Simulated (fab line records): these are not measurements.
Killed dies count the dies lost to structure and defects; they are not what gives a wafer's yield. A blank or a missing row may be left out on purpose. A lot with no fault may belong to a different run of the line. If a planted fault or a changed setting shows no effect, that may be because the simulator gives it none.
fab line records	flow sky130
record: lots: 7	wafers: 21	lastDay: 48
route steps=708 shown LDD_HVN@274 LDD_HVP@278 LDD_LDN@289 PAD_OPEN@708
lots that met no fault: from a run of the same line without faults
startH: hours from the record's opening day to when the first of the lot's shown wafers began	waitH: hours from the lot's prior step to this one	" unchanged from the row above	L1.1+2: one row covering several wafers at once	- either no value or no given start	* or withheld: withheld	< > ~ a bound
route shown NAME@n: NAME is a module with steps in the file, n the number in the route of the first one	usual: mean/standard deviation taken from wafers without a fault	same: alike in all rows	chamber/n: place in a boat	sites: readings site by site	_std_site: standard deviation of those values	_edge_site: inner sites' mean taken away from outer sites' mean	radiusMm: for every site, how far away it sits from the centre of the wafer	mask NAME#n: copy n	behind: the tool/chamber that last shaped the wafer	hold: reason for holding the lot/hours on hold/outcome of the hold	device: the transistor (n, p or np) that didn't switch	end of line: at the end of the route, the tests of the same wafers	for a step that has no rows: nothing shown but its recipe	killed: count of dies lost to structure and defects at first sort (not the wafer's yield)	map: per-die view of a wafer (x killed, . not killed, _ where there is no die)
set.NAME: setting as actually run; set.NAME@STEP: the setting as run at that earlier step	model.NAME: the simulator's own value behind a step, which no gauge read
lots seen at some steps along the route; tables by step, rows by wafer
services: from which hour (startH, from the record's first day; less than 0 if before it) a tool's chamber was out of use, for how many hours, and why
== steps ==
step: SKY_LDD_HVN_OVL_MEAS_07
usual: LDD_HVN_OVL: -0.6/1.3
lot.wafer	tool	chamber	startH	waitH	LDD_HVN_OVL[nm]
L905.1	overlay-02	-	464.67	0.1	1.6
L905.4	"	-	"	"	-1.5
L905.5	"	-	"	"	-1.3
L907.1	overlay-01	-	491.42	0.1	1.1
L907.3	"	-	"	"	0.8
L907.5	"	-	"	"	-1.1
L910.1	overlay-02	-	522.88	0.1	-1.5
L910.3	"	-	"	"	-0.7
L910.4	"	-	"	"	-0.3
L912.4	overlay-01	-	536.49	0.1	-1.1
L912.5	"	-	"	"	-0.9
L912.6	"	-	"	"	-0.6
L914.4	overlay-02	-	553.01	0.1	-0.2
L914.5	"	-	"	"	-0.2
L914.6	"	-	"	"	1.0
L915.1	overlay-01	-	559.52	0.1	2.7
L915.4	"	-	"	"	1.4
L915.5	"	-	"	"	0.9
L916.1	overlay-01	-	566.87	0.1	-1.7
L916.3	"	-	"	"	-3.0
L916.5	"	-	"	"	-1.4
step: SKY_LDD_HVN_IMPLANT_08
recipe: species: P	energyKev: 60	doseCm2: 3e+13	tiltDeg: 40
step: SKY_LDD_HVN_STRIP_09
recipe: chemistry: O2/N2	powerW: 1400	pressureMtorr: 1500	platenTempC: withheld	o2FlowSccm: 3000	n2FlowSccm: 300	overashFraction: 0.5
usual: drypumpMotorCurrentA: 5.6/0.43	o2FlowSccm: 3000/9.5	oesProductAu: 0.408/0.0045	stripTimeToEndpointS: 4.133/0.014
lot.wafer	tool	chamber	startH	waitH	drypumpMotorCurrentA	o2FlowSccm	oesProductAu	rfHoursCounterH	stripTimeToEndpointS
L905.1	plasmaAsher-03	1	464.86	0.1	5.4	3000	0.410	76	4.144
L905.4	"	1	"	"	5.4	3002	0.410	-	4.130
L905.5	"	1	"	"	5.4	3016	0.410	-	4.144
L907.1	plasmaAsher-01	0	491.61	0.1	6.1	3002	0.411	37	4.149
L907.3	"	0	"	"	6.1	2997	0.410	-	4.141
L907.5	"	0	"	"	6.1	2998	0.408	-	4.135
L910.1	plasmaAsher-01	0	523.06	0.1	6.1	3003	0.411	40	4.122
L910.3	"	0	"	"	6.1	3003	0.396	-	4.114
L910.4	"	1	"	"	5.5	2995	0.408	-	4.114
L912.4	plasmaAsher-02	1	536.69	0.1	4.7	3000	0.402	-	4.122
L912.5	"	0	"	"	5.7	2993	0.410	-	4.123
L912.6	"	1	"	"	4.8	3002	0.403	-	4.124
L914.4	plasmaAsher-03	1	553.21	0.1	5.4	2999	0.413	-	4.130
L914.5	"	1	"	"	5.5	3006	0.401	-	4.119
L914.6	"	0	"	"	6.0	2998	0.406	-	4.150
L915.1	plasmaAsher-01	0	559.71	0.1	6.1	2997	0.408	44	4.134
L915.4	"	1	"	"	5.6	3000	0.401	-	4.140
L915.5	"	0	"	"	6.1	3008	0.407	-	4.125
L916.1	plasmaAsher-01	0	567.06	0.1	6.1	2998	0.407	45	4.105
L916.3	"	0	"	"	6.1	3003	0.406	-	4.116
L916.5	"	0	"	"	6.1	2997	0.400	-	4.120
step: SKY_LDD_HVN_TW_MEAS_10
usual: LDD_HVN_TW: 1434/10
lot.wafer	tool	chamber	startH	waitH	LDD_HVN_TW
L905.1	filmMetro-03	-	464.96	0.1	1447
L905.4	"	-	"	"	1443
L905.5	"	-	"	"	1441
L907.1	filmMetro-03	-	491.71	0.1	1432
L907.3	"	-	"	"	1432
L907.5	"	-	"	"	1435
L910.1	filmMetro-01	-	523.16	0.1	1424
L910.3	"	-	"	"	1424
L910.4	"	-	"	"	1416
L912.4	filmMetro-03	-	536.79	0.1	1442
L912.5	"	-	"	"	1440
L912.6	"	-	"	"	1440
L914.4	filmMetro-03	-	553.31	0.1	1446
L914.5	"	-	"	"	1436
L914.6	"	-	"	"	1443
L915.1	filmMetro-01	-	559.81	0.1	1421
L915.4	"	-	"	"	1431
L915.5	"	-	"	"	1425
L916.1	filmMetro-02	-	567.16	0.1	1449
L916.3	"	-	"	"	1443
L916.5	"	-	"	"	1442
step: SKY_LDD_HVP_DEHYDRATE_00
recipe: tempC: 200	timeS: 60
step: SKY_LDD_HVP_HMDS_01
recipe: primeTimeS: 60	primeTempC: 120
step: SKY_LDD_HVP_COAT_02
recipe: resist: NOVOLAK	spinRpm: 3000	resistThkNm: 300
step: SKY_LDD_HVP_SOFTBAKE_03
recipe: tempC: 90	timeS: 60	resist: NOVOLAK
step: SKY_LDD_HVP_EXPOSE_04
recipe: maskId: HVPTM	na: 0.6	sourceShape: conventional	sigmaOuter: 0.6	polarization: unpolarized	targetCdNm: 700	doseMj: 86
step: SKY_LDD_HVP_PEB_05
recipe: tempC: withheld	timeS: *	resist: NOVOLAK
step: SKY_LDD_HVP_DEVELOP_06
recipe: resist: NOVOLAK	developer: TMAH	developTimeS: 60	devTempC: 23
step: SKY_LDD_HVP_OVL_MEAS_07
usual: LDD_HVP_OVL: -0.6/1.6
lot.wafer	tool	chamber	startH	waitH	LDD_HVP_OVL[nm]
L905.1	overlay-02	-	495.50	0.1	-0.7
L905.4	"	-	"	"	-2.1
L905.5	"	-	"	"	-1.3
L907.1	overlay-02	-	522.19	0.1	0.3
L907.3	"	-	"	"	1.6
L907.5	"	-	"	"	1.6
L910.1	overlay-02	-	553.29	0.1	-0.2
L910.3	"	-	"	"	0.1
L910.4	"	-	"	"	2.3
L912.4	overlay-01	-	566.29	0.1	0.7
L912.5	"	-	"	"	0.0
L912.6	"	-	"	"	0.5
L914.4	overlay-02	-	583.11	0.1	-0.3
L914.5	"	-	"	"	-1.5
L914.6	"	-	"	"	-1.0
L915.1	overlay-01	-	589.02	0.1	-2.2
L915.4	"	-	"	"	-2.5
L915.5	"	-	"	"	-1.4
L916.1	overlay-02	-	596.54	0.1	0.9
L916.3	"	-	"	"	0.8
L916.5	"	-	"	"	1.0
step: SKY_LDD_HVP_IMPLANT_08
recipe: species: B	energyKev: 20	doseCm2: 1.7e+13	tiltDeg: 17.9
usual: beamOnS: 10.00/0.19	implantIonAmu: 11/0
lot.wafer	tool	chamber	startH	waitH	beamOnS	implantIonAmu	model.implant.rpNm	model.implant.drpNm
L905.1	implanter-03	0	495.53	0.0	9.83	11	64.29	28.53
L905.4	"	0	"	"	9.80	11	64.29	28.53
L905.5	"	0	"	"	10.02	11	64.29	28.53
L907.1	implanter-01	0	522.23	0.0	10.45	11	62.58	28.53
L907.3	"	0	"	"	10.05	11	62.58	28.53
L907.5	"	0	"	"	10.11	11	62.58	28.53
L910.1	implanter-04	0	553.33	0.0	10.26	11	63.18	28.53
L910.3	"	0	"	"	10.03	11	63.18	28.53
L910.4	"	0	"	"	10.13	11	63.18	28.53
L912.4	implanter-03	0	566.39	0.1	9.87	11	62.38	28.53
L912.5	"	0	"	"	10.19	11	62.38	28.53
L912.6	"	0	"	"	9.98	11	62.38	28.53
L914.4	implanter-04	0	583.20	0.1	10.08	49	17.09	9.782
L914.5	"	0	"	"	10.06	49	17.09	9.782
L914.6	"	0	"	"	9.98	49	17.09	9.782
L915.1	implanter-04	0	589.06	0.0	10.23	49	16.93	9.782
L915.4	"	0	"	"	9.85	49	16.93	9.782
L915.5	"	0	"	"	10.31	49	16.93	9.782
L916.1	implanter-03	0	596.58	0.0	10.17	49	16.48	9.782
L916.3	"	0	"	"	9.72	49	16.48	9.782
L916.5	"	0	"	"	9.99	49	16.48	9.782
step: SKY_LDD_HVP_STRIP_09
recipe: chemistry: O2/N2	powerW: 1400	pressureMtorr: 1500	platenTempC: withheld	o2FlowSccm: 3000	n2FlowSccm: 300	overashFraction: 0.5
usual: drypumpMotorCurrentA: 5.6/0.45	o2FlowSccm: 3001/8	oesProductAu: 0.408/0.0041	stripTimeToEndpointS: 4.133/0.013
lot.wafer	tool	chamber	startH	waitH	drypumpMotorCurrentA	o2FlowSccm	oesProductAu	rfHoursCounterH	stripTimeToEndpointS
L905.1	plasmaAsher-03	1	495.68	0.1	5.4	3004	0.403	79	4.135
L905.4	"	1	"	"	5.4	3006	0.406	-	4.119
L905.5	"	1	"	"	5.4	3000	0.410	-	4.120
L907.1	plasmaAsher-03	0	522.38	0.1	6.0	3007	0.408	82	4.127
L907.3	"	0	"	"	6.0	3017	0.410	-	4.125
L907.5	"	0	"	"	6.0	3018	0.407	-	4.142
L910.1	plasmaAsher-02	1	553.48	0.1	4.8	2997	0.402	71	4.108
L910.3	"	1	"	"	4.8	2994	0.404	-	4.135
L910.4	"	0	"	"	5.8	3010	0.406	-	4.121
L912.4	plasmaAsher-02	0	566.49	0.1	5.8	2998	0.402	-	4.138
L912.5	"	1	"	"	4.8	3001	0.403	-	4.127
L912.6	"	0	"	"	5.8	3003	0.411	-	4.128
L914.4	plasmaAsher-03	1	583.31	0.1	5.5	2996	0.408	-	4.129
L914.5	"	0	"	"	6.0	3002	0.409	-	4.123
L914.6	"	1	"	"	5.4	2992	0.411	-	4.143
L915.1	plasmaAsher-02	1	589.21	0.1	4.8	3004	0.401	75	4.149
L915.4	"	0	"	"	5.8	3005	0.404	-	4.174
L915.5	"	0	"	"	5.8	3011	0.398	-	4.130
L916.1	plasmaAsher-04	1	596.73	0.1	5.5	3009	0.398	15	4.135
L916.3	"	1	"	"	5.6	3006	0.410	-	4.141
L916.5	"	1	"	"	5.5	3009	0.407	-	4.140
step: SKY_LDD_HVP_TW_MEAS_10
usual: LDD_HVP_TW: 455/3.6
lot.wafer	tool	chamber	startH	waitH	LDD_HVP_TW
L905.1	filmMetro-01	-	495.78	0.1	450
L905.4	"	-	"	"	450
L905.5	"	-	"	"	448
L907.1	filmMetro-01	-	522.48	0.1	452
L907.3	"	-	"	"	450
L907.5	"	-	"	"	451
L910.1	filmMetro-02	-	553.58	0.1	460
L910.3	"	-	"	"	460
L910.4	"	-	"	"	460
L912.4	filmMetro-04	-	566.59	0.1	458
L912.5	"	-	"	"	457
L912.6	"	-	"	"	456
L914.4	filmMetro-02	-	583.41	0.1	719
L914.5	"	-	"	"	715
L914.6	"	-	"	"	713
L915.1	filmMetro-04	-	589.31	0.1	707
L915.4	"	-	"	"	707
L915.5	"	-	"	"	705
L916.1	filmMetro-04	-	596.83	0.1	705
L916.3	"	-	"	"	704
L916.5	"	-	"	"	705
step: SKY_LDD_LDN_DEHYDRATE_00
recipe: tempC: 200	timeS: 60
step: SKY_PAD_OPEN_PROBE_99
usual: killed_at_M0_to_M3: 44/7.3	killed_at_M4_up: 3.1/1.6	killedAtContacts: 24/5.4	killedAtFrontEnd: 15/4	killedAtOther: 0.2/0.49	killedDies: 86/10	killedOpen: 48/7.3	killedShort: 38/6.3
same: grossDies: 492	killedAtBackSide: 0
lot.wafer	tool	chamber	startH	waitH	killed_at_M0_to_M3	killed_at_M4_up	killedAtContacts	killedAtFrontEnd	killedAtOther	killedDies	killedOpen	killedShort	model.etest.tip_p_5v.rsOhmSq	model.etest.pfetG5v0d10v5.rOnOhmUm	model.etest.tip_p_5v.rsOhmSqRange	model.etest.pfetG5v0d10v5.driveUaUm	model.etest.resPdiffHv.rsOhmSq	model.etest.ring_5v.delayPs	model.etest.pfetG5v0d10v5.offLog10AUm	model.etest.pfetG5v0d10v5.vtSatV
L905.1	prober-01	-	1076.52	0.1	49	4	23	6	0	82	43	39	2843	4689	76.52	347.8	190.1	44.66	-12.47	-0.637
L905.4	prober-01	-	1076.67	0.2	39	3	25	14	0	81	40	41	2849	4711	174.3	346.8	190	45.03	-12.35	-0.6209
L905.5	prober-01	-	1076.72	0.2	42	4	24	13	0	83	52	31	2835	4716	54.59	349.4	190.4	45.05	-12.51	-0.6248
L907.1	prober-01	-	1091.54	0.1	54	2	20	15	0	91	45	46	2839	4825	52.95	332.5	192.8	45.44	-12.75	-0.6609
L907.3	prober-01	-	1091.64	0.2	45	0	27	26	0	98	57	41	2865	4773	65.46	337	190.8	44.94	-13.02	-0.6772
L907.5	prober-01	-	1091.74	0.2	37	4	27	20	1	89	57	32	2883	4854	83.26	336.2	190.9	45.33	-12.83	-0.6588
L910.1	prober-02	-	1113.42	0.1	38	3	13	14	0	68	37	31	2838	4700	94.14	349.4	191.3	44.55	-12.4	-0.6232
L910.3	prober-02	-	1113.52	0.2	39	2	15	14	0	70	41	29	2846	4772	86.46	347.1	192.8	44.71	-12.48	-0.6246
L910.4	prober-02	-	1113.57	0.2	43	6	17	13	0	79	54	25	2832	4672	123	347.1	190.7	44.09	-12.54	-0.631
L912.4	prober-02	-	1121.22	0.2	46	4	21	14	0	85	52	33	2840	4686	58.17	346.6	191.4	44.9	-12.49	-0.6371
L912.5	prober-02	-	1121.27	0.2	42	2	29	13	0	86	48	38	2869	4720	51.8	344.1	191.4	44.99	-12.49	-0.6224
L912.6	prober-02	-	1121.32	0.2	38	2	22	11	0	73	43	30	2861	4738	89.82	345.6	191.8	45.16	-12.34	-0.6032
L914.4	prober-02	-	1134.78	0.2	39	3	23	11	0	76	48	28	4608	5291	136.9	303.9	198	47.17	-13.2	-0.8049
L914.5	prober-02	-	1134.83	0.2	55	4	20	12	0	91	48	43	4585	5239	172.4	309.1	198.7	47.15	-13.28	-0.7624
L914.6	prober-02	-	1134.88	0.2	33	3	23	14	0	73	37	36	4588	5230	97.54	303.6	197.5	46.98	-13.32	-0.7971
L915.1	prober-01	-	1136.60	0.1	45	1	32	15	0	93	55	38	4619	5326	114	298.5	198.4	47.05	-13.57	-0.7779
L915.4	prober-01	-	1136.75	0.2	59	0	30	16	0	105	57	48	4658	5331	100.7	297	196.5	47.2	-13.5	-0.8284
L915.5	prober-01	-	1136.80	0.2	42	0	23	21	1	87	47	40	4642	5291	113.5	300.7	198	46.77	-13.6	-0.7846
L916.1	prober-02	-	1144.01	0.1	44	2	20	6	0	72	41	31	4657	5364	164.2	297.3	199	47.6	-13.38	-0.7764
L916.3	prober-02	-	1144.11	0.2	43	4	26	16	0	89	44	45	4574	5273	145.2	305.7	197.6	46.3	-13.38	-0.7706
L916.5	prober-02	-	1144.21	0.2	34	2	24	12	1	73	36	37	4559	5326	88.28	302.9	196.2	47.25	-13.3	-0.7817
killed by level:class
L905.1 VIA1:geometricParticle:open=14 CONTACT:geometricParticle:open=9 VIA3:geometricParticle:open=6 METAL1:geometricParticle:short=5 VIA1:geometricParticle:short=5 METAL2:geometricParticle:short=4 METAL3:geometricParticle:short=4 VIA3:geometricParticle:short=4
L905.4 CONTACT:geometricParticle:open=8 VIA1:geometricParticle:open=8 LI_CONTACT:geometricParticle:open=5 METAL1:geometricParticle:short=5 FIELD_ISO:geometricParticle:short=4 POLY_GATE:geometricParticle:open=4 POLY_GATE:geometricParticle:short=4 LI_CONTACT:geometricParticle:short=4
L905.5 VIA1:geometricParticle:open=11 LI_CONTACT:geometricParticle:open=10 VIA3:geometricParticle:open=9 CONTACT:geometricParticle:open=7 METAL1:geometricParticle:short=6 POLY_GATE:geometricParticle:short=4 VIA1:geometricParticle:short=4 VIA2:geometricParticle:open=4
L907.1 VIA3:geometricParticle:open=10 VIA1:geometricParticle:open=8 METAL1:geometricParticle:short=8 METAL2:geometricParticle:short=7 VIA2:geometricParticle:open=7 LOCAL_INTERCONNECT:geometricParticle:short=6 CONTACT:geometricParticle:short=6 FIELD_ISO:geometricParticle:open=5
L907.3 VIA1:geometricParticle:open=13 CONTACT:geometricParticle:open=9 FIELD_ISO:geometricParticle:open=7 VIA1:geometricParticle:short=7 LI_CONTACT:geometricParticle:open=6 CONTACT:geometricParticle:short=6 METAL1:geometricParticle:short=6 VIA3:geometricParticle:open=6
L907.5 CONTACT:geometricParticle:open=10 VIA3:geometricParticle:open=9 LI_CONTACT:geometricParticle:open=8 VIA1:geometricParticle:open=8 CONTACT:geometricParticle:short=6 VIA2:geometricParticle:open=5 FIELD_ISO:geometricParticle:open=5 FIELD_ISO:geometricParticle:short=5
L910.1 VIA1:geometricParticle:open=12 VIA2:geometricParticle:open=5 LI_CONTACT:geometricParticle:open=4 CONTACT:geometricParticle:open=4 VIA1:geometricParticle:short=4 VIA3:geometricParticle:open=4 FIELD_ISO:geometricParticle:short=3 CONTACT:geometricParticle:short=3
L910.3 VIA1:geometricParticle:open=10 FIELD_ISO:geometricParticle:open=6 LI_CONTACT:geometricParticle:open=6 VIA1:geometricParticle:short=6 CONTACT:geometricParticle:open=5 VIA3:geometricParticle:short=4 POLY_GATE:geometricParticle:open=3 METAL3:geometricParticle:short=3
L910.4 VIA1:geometricParticle:open=11 LI_CONTACT:geometricParticle:open=9 VIA2:geometricParticle:open=8 FIELD_ISO:geometricParticle:open=5 POLY_GATE:geometricParticle:open=5 VIA1:geometricParticle:short=5 CONTACT:geometricParticle:open=4 METAL3:geometricParticle:short=4
L912.4 VIA1:geometricParticle:open=15 CONTACT:geometricParticle:open=12 VIA3:geometricParticle:open=7 VIA1:geometricParticle:short=6 CONTACT:geometricParticle:short=4 METAL1:geometricParticle:short=4 VIA2:geometricParticle:open=4 FIELD_ISO:geometricParticle:short=3
L912.5 VIA1:geometricParticle:open=15 LI_CONTACT:geometricParticle:open=8 CONTACT:geometricParticle:short=8 CONTACT:geometricParticle:open=6 LOCAL_INTERCONNECT:geometricParticle:short=5 VIA3:geometricParticle:open=5 METAL1:geometricParticle:short=4 VIA2:geometricParticle:open=4
L912.6 VIA1:geometricParticle:open=10 LI_CONTACT:geometricParticle:open=8 CONTACT:geometricParticle:short=6 VIA2:geometricParticle:open=5 POLY_GATE:geometricParticle:open=4 CONTACT:geometricParticle:open=4 VIA3:geometricParticle:open=4 METAL3:geometricParticle:short=4
L914.4 VIA1:geometricParticle:open=9 VIA3:geometricParticle:open=8 CONTACT:geometricParticle:open=7 VIA2:geometricParticle:open=7 LI_CONTACT:geometricParticle:open=6 FIELD_ISO:geometricParticle:open=5 LOCAL_INTERCONNECT:geometricParticle:short=5 VIA1:geometricParticle:short=5
L914.5 VIA1:geometricParticle:open=14 CONTACT:geometricParticle:open=11 VIA2:geometricParticle:open=8 METAL1:geometricParticle:short=6 VIA1:geometricParticle:short=6 METAL3:geometricParticle:short=6 VIA2:geometricParticle:short=5 POLY_GATE:geometricParticle:open=4
L914.6 CONTACT:geometricParticle:open=8 VIA1:geometricParticle:open=8 LI_CONTACT:geometricParticle:open=6 POLY_GATE:geometricParticle:open=5 METAL2:geometricParticle:short=5 METAL1:geometricParticle:short=4 CONTACT:geometricParticle:short=4 VIA3:geometricParticle:short=4
L915.1 CONTACT:geometricParticle:open=16 METAL1:geometricParticle:short=10 VIA2:geometricParticle:open=9 LI_CONTACT:geometricParticle:open=8 VIA1:geometricParticle:open=8 POLY_GATE:geometricParticle:open=6 POLY_GATE:geometricParticle:short=4 CONTACT:geometricParticle:short=4
L915.4 CONTACT:geometricParticle:open=14 VIA1:geometricParticle:open=10 LI_CONTACT:geometricParticle:open=7 METAL1:geometricParticle:short=7 VIA3:geometricParticle:open=7 METAL2:geometricParticle:short=6 METAL3:geometricParticle:short=6 VIA3:geometricParticle:short=6
L915.5 VIA1:geometricParticle:open=9 CONTACT:geometricParticle:open=7 VIA2:geometricParticle:open=7 FIELD_ISO:geometricParticle:open=5 POLY_GATE:geometricParticle:short=5 LOCAL_INTERCONNECT:geometricParticle:short=5 VIA2:geometricParticle:short=5 VIA3:geometricParticle:open=5
L916.1 VIA1:geometricParticle:open=10 CONTACT:geometricParticle:open=9 METAL2:geometricParticle:short=8 VIA2:geometricParticle:open=8 LI_CONTACT:geometricParticle:open=4 CONTACT:geometricParticle:short=4 METAL1:geometricParticle:short=4 VIA3:geometricParticle:open=4
L916.3 CONTACT:geometricParticle:open=12 VIA1:geometricParticle:short=8 VIA1:geometricParticle:open=8 CONTACT:geometricParticle:short=7 LI_CONTACT:geometricParticle:open=6 METAL1:geometricParticle:short=6 FIELD_ISO:geometricParticle:open=5 METAL2:geometricParticle:short=5
L916.5 CONTACT:geometricParticle:open=8 VIA2:geometricParticle:open=6 LOCAL_INTERCONNECT:geometricParticle:short=6 VIA1:geometricParticle:open=6 METAL2:geometricParticle:short=6 POLY_GATE:geometricParticle:short=5 CONTACT:geometricParticle:short=4 VIA1:geometricParticle:short=4
== services ==
tool	chamber	startH	hours	kind
implanter-04	-	463.35	10.2	pm
implanter-03	-	475.12	3.2	repair
plasmaAsher-01	-	495.33	0.6	repair
plasmaAsher-03	-	496.51	2.9	repair
plasmaAsher-04	-	499.67	12.5	repair
implanter-01	-	530.61	1.2	repair
implanter-04	-	547.65	1.6	repair
plasmaAsher-04	-	554.89	1.1	repair
implanter-03	-	566.84	10.9	pm
== key ==
firstSign: step: SKY_LDD_HVP_IMPLANT_08	reading: implantIonAmu	direction: up	sigmas: 99+	usual: 11	struck: 49
effect: step: SKY_LDD_HVP_TW_MEAS_10	reading: LDD_HVP_TW	direction: up	sigmas: 71	usual: 455	struck: 709
modelEffect: step: SKY_LDD_HVP_IMPLANT_08	value: implant.rpNm	without: 63.87	struck: 16.83
modelEffect: step: SKY_PAD_OPEN_PROBE_99	value: etest.tip_p_5v.rsOhmSq	without: 2862	struck: 4610
metAt SKY_LDD_HVP_IMPLANT_08
struckWafers L914.4,L914.5,L914.6,L915.1,L915.4,L915.5,L916.1,L916.3,L916.5
testerLeftOut L914,L915,L916
onsetBetween 566.39 583.20
fault: kind: wrongRecipeDownload	tool: implanter-01,implanter-03,implanter-04	chamber: -	onsetH: 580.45	steps: SKY_LDD_HVP_IMPLANT_08	wrongRecipe.notListed: 1
testerLeftOut: of these lots the tester's yield and bins aren't shown, on N5 and GAA mostly nor the transistor test; their killed dies are dies lost to structure and defects alone, not to doping, threshold or leakage, so they don't give the yield
